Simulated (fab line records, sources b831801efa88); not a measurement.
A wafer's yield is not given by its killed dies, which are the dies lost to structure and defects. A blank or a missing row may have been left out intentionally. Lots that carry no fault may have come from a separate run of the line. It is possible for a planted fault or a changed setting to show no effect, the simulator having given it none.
Struck lot and sound lot, side by side	flow sfqLine	13 steps out of a route of 325
Sound: wafers L938.2, L938.5, L938.6. Struck: wafer L937.4. (L937.3, L937.5 of the same lot were not struck and are left out.) The cause comes at the end.
Order at every step that has rows: each side's tool, ch and its chambers, its first start. Under that, the readings that differ: sound wafers	struck wafers	difference of the means	sigmas: that difference in standard deviations of wafers without a fault.
alike: same words and numbers on both sides, and readings whose means sit less than 2 such deviations apart. not compared: any withheld reading, any reading some wafer has no value for, any bound like >300 that may hide the same value, and any number with overlapping values for which the record gives no deviation.
A row with sigmas, a row that says differs or no value, or rows on one side alone: a step with any of these is where the two part. Non-overlapping numbers with no deviation appear without sigmas and do not part them. Lack of a reading on every wafer of one side parts them only where that side has two or more wafers.

first, 2 steps without rows for these wafers: SFQ_TRILAYER_I1_VIA_STRIP_SOLV_CLEAN_054 (cleans in NMP, time 600 s); SFQ_TRILAYER_M2_DEP_PRE_CLEAN_056 (time 22.5 s).
SFQ_TRILAYER_M2_DEP_SPUTTER_055: material Nb, target thk 200 nm, time 133.3 s.
  struck on pvdSputter-03, day 26 00:35; sound on pvdSputter-04, day 26 04:11
  alike: cathodeDcPowerW, chamberPressurePa, resputterCathodeVoltageV, throttleValvePct
SFQ_M2_RS_MEAS_914: measures by four-point-probe.
  struck on filmMetro-03, day 26 00:43; sound on filmMetro-04, day 26 04:17
reading	sound	struck	difference	sigmas
M2_NB_RS (ohm/sq)	0.880 0.879 0.867	0.895	+0.020	+2
then, 6 steps without rows for these wafers: SFQ_TRILAYER_M2_LITHO_COAT_062 (resist thk 62 nm); SFQ_TRILAYER_M2_LITHO_COAT_057 (resist thk 600 nm); SFQ_TRILAYER_M2_LITHO_SOFTBAKE_061; SFQ_TRILAYER_M2_LITHO_EXPOSE_058 (exposes mask M2, target cd 500 nm); SFQ_TRILAYER_M2_LITHO_PEB_060 (peb time 60 s); SFQ_TRILAYER_M2_LITHO_DEVELOP_059 (time 60 s).
-- the record jumps here: 7 days lie between the struck wafers' starts before and after --
SFQ_M2_OVL_MEAS_916:
  struck on overlay-01, day 33 07:42; sound on overlay-01, day 33 08:53
  alike: M2_OVL
SFQ_TRILAYER_M2_BARC_OPEN_METAL_ETCH_077: etches BARC in O2, target depth 125 nm, time 41.7 s.
  sound on rieMetal-02 ch 0,1, day 33 08:55; struck on rieMetal-04 ch 1, day 33 07:44
reading	sound	struck	difference	sigmas
oesProductAu (a.u.)	0.683 0.684 0.684	0.699	+0.015	+3
runLengthS (s)	69.87 70.07 70.01	68.91	-1.07	-4
  alike: drypumpMotorCurrentA
  not compared: biasW, rfHoursCounterH
SFQ_TRILAYER_M2_ETCH_METAL_ETCH_060: etches Nb in Cl2/Ar, stops on SiO2, target depth 240 nm, time 120 s.
  sound on rieMetal-02 ch 0,1, day 33 08:59; struck on rieMetal-04 ch 1, day 33 07:50
reading	sound	struck	difference	sigmas
runLengthS (s)	148.06 148.32 148.01	148.85	+0.72	+3
  alike: biasW, drypumpMotorCurrentA, oesProductAu
  not compared: rfHoursCounterH

WHERE THEY PART
First at SFQ_M2_RS_MEAS_914; last, within this record, at SFQ_TRILAYER_M2_ETCH_METAL_ETCH_060.

WHY: what the simulator had put in
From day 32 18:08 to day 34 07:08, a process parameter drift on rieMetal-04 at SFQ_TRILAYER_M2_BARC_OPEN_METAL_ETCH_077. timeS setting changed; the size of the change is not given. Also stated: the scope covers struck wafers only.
